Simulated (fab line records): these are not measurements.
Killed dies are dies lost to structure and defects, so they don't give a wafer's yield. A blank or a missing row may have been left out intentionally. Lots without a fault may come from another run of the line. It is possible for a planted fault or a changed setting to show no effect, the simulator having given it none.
2 desks looking at one fault -- flow sky130 -- numbers are kept per desk, each desk with only its own; the story behind them comes last

== TOOL OWNER'S DESK, pvd-sputter-04 ==
The tool's own readings at SKY_METAL1_SPUTTER_02 (material AlCu, target thk 250 nm, time 13.3 s): means of the sampled wafers that have a number, for each lot that ran on this tool. Any lot whose mean is over 4 standard deviations away from the usual mean is out of limits and marked OUT; that distance is given in the brackets.
Columns: A = chamber-pressure-pa at SKY_METAL1_SPUTTER_02, usual 0.4001 Pa; B = throttle-valve-pct at SKY_METAL1_SPUTTER_02, usual 29.9 %
lot,first seen here,A,B
L752,day 32 08:42,0.4002,29.5
L756,day 33 10:50,0.3992,30.1
L757,day 33 18:23,0.4008,30.1
L762,day 35 14:44,0.4004,30.2
L765,day 37 22:31,0.4002,29.3
L768,day 38 01:53,0.4002,30.2
L772,day 38 08:40,0.3995,30.0
Finding of this desk: none of the 7 lots has anything out of limits.

== THE METROLOGY DESK ==
Lot by lot, what the gauges showed, no matter which tool ran the lot: averages of those sampled wafers that carry a number. Any lot whose mean is over 4 standard deviations away from the usual mean is out of limits and marked OUT; that distance is given in the brackets.
Columns: A = METAL1_ALCU_RS at SKY_METAL1_RS_MEAS_05, usual 0.1273 ohm/sq; B = VIA1_BOW at SKY_VIA1_BOW_MEAS_03, usual 82 um
lot,first seen here,A,B
L752,day 32 08:47,0.1283,81
L754,day 32 17:34,0.1286,87
L755,day 33 08:11,0.1284,85
L756,day 33 10:58,0.1271,73
L757,day 33 18:30,0.1273,73
L759,day 34 15:14,0.1261,79
L760,day 34 19:38,0.1263,87
L762,day 35 14:50,0.1281,76
L765,day 37 22:38,0.4463 (+99 or more) OUT,-
L766,day 38 00:26,0.1263,78
L768,day 38 02:00,0.4577 (+99 or more) OUT,-
L769,day 38 04:31,0.1266,84
L772,day 38 08:46,0.4455 (+99 or more) OUT,-
This desk's finding: out of limits on L765, L768, L772; first on L765, day 37 22:38 (METAL1_ALCU_RS at SKY_METAL1_RS_MEAS_05). L752, L754, L755, L756, L757, L759, L760, L762, L766, L769 stayed within limits.

== ALL TOGETHER ==
Metrology desk: alarm possible at day 37 22:38 on L765, L768, L772.
The tool owner's desk saw nothing out of limits.
On record at the tool owner's desk: L765, L768, L772, within its limits.
Of the lots named, all ran SKY_METAL1_SPUTTER_02 on pvd-sputter-04.

== WHAT THE SIMULATOR HAD PUT IN ==
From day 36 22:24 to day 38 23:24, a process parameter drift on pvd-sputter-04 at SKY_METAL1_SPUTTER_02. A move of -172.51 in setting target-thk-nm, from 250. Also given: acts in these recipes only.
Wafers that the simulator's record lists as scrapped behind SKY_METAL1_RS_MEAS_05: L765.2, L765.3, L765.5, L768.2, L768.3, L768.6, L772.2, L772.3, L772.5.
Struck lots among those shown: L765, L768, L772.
Time in hours between the start of the fault and the first out-of-limits reading at each desk: metrology desk, 24.
